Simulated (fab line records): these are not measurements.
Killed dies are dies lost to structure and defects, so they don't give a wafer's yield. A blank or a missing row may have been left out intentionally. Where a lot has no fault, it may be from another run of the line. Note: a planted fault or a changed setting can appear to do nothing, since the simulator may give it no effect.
One fault seen from 2 desks :: flow gf180mcu :: each desk has only its own numbers; what lay behind them comes last

== AT THE METROLOGY DESK ==
What the gauges read for every lot (on any tool): the sampled wafers with a number, averaged. A lot is out of limits, marked OUT, if its mean lies more than 4 standard deviations from the usual mean; the brackets give that distance.
Columns: A = HV_LDD_2_TW at GF_HV_LDD_TW_MEAS_23, usual 1059
lot: L363
first seen here: day 11 18:58
A: 30 (-99 or more) OUT

lot: L364
first seen here: day 12 02:51
A: 30 (-99 or more) OUT

lot: L369
first seen here: day 13 15:19
A: 1052

lot: L371
first seen here: day 14 09:49
A: 1061

lot: L372
first seen here: day 14 13:11
A: 1064

lot: L376
first seen here: day 15 17:18
A: 1062

lot: L377
first seen here: day 16 01:38
A: 1055

lot: L380
first seen here: day 17 04:50
A: 1066

lot: L381
first seen here: day 17 10:38
A: 1061

lot: L382
first seen here: day 17 14:46
A: 1059
This desk reports L363, L364 out of limits; the earliest was L363 at day 11 18:58 (HV_LDD_2_TW at GF_HV_LDD_TW_MEAS_23). Within limits: L369, L371, L372, L376, L377, L380, L381, L382.

== FOR THE TOOL OWNER'S DESK: plasma asher-04 ==
The tool's own readings at GF_HV_LDD_STRIP_10 (strips in O2/N2): means of the sampled wafers that have a number, for each lot that ran on this tool. A lot is out of limits, marked OUT, if its mean lies more than 4 standard deviations from the usual mean; the brackets give that distance.
Columns: A = chamber pressure mTorr at GF_HV_LDD_STRIP_10, usual 1500.1 mTorr; B = drypump motor current A at GF_HV_LDD_STRIP_10, usual 5.5 A; C = heater power w at GF_HV_LDD_STRIP_10, usual 338 W; D = oes product au at GF_HV_LDD_STRIP_10, usual 0.716 a.u.; E = strip time to endpoint s at GF_HV_LDD_STRIP_10, usual 12.63 s
lot: L371
first seen here: day 13 12:56
A: 1499.8
B: 5.3
C: 358
D: 0.714
E: 12.69

lot: L372
first seen here: day 13 15:50
A: 1498.8
B: 5.3
C: 356
D: 0.717
E: 12.63

lot: L380
first seen here: day 16 05:38
A: 1500.5
B: 5.3
C: 351
D: 0.713
E: 12.60

lot: L381
first seen here: day 16 12:14
A: 1500.0
B: 5.3
C: 363
D: 0.719
E: 12.61

lot: L382
first seen here: day 16 15:28
A: 1501.7
B: 5.3
C: 354
D: 0.717
E: 12.65
This desk found nothing out of limits on any of the 5 lots.

== PUT TOGETHER ==
L363, L364 would have let the metrology desk raise an alarm at day 11 18:58.
The desk of the tool owner found nothing out of limits.
The tool owner's desk has no number on record for L363, L364.
On plasma asher-04, each named lot ran GF_HV_LDD_STRIP_10.

== WHAT THE SIMULATOR PUT IN ==
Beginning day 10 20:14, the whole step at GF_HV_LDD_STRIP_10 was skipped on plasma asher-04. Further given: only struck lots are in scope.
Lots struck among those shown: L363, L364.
Delay in hours, fault start to first out-of-limits reading, per desk: metrology desk 23.
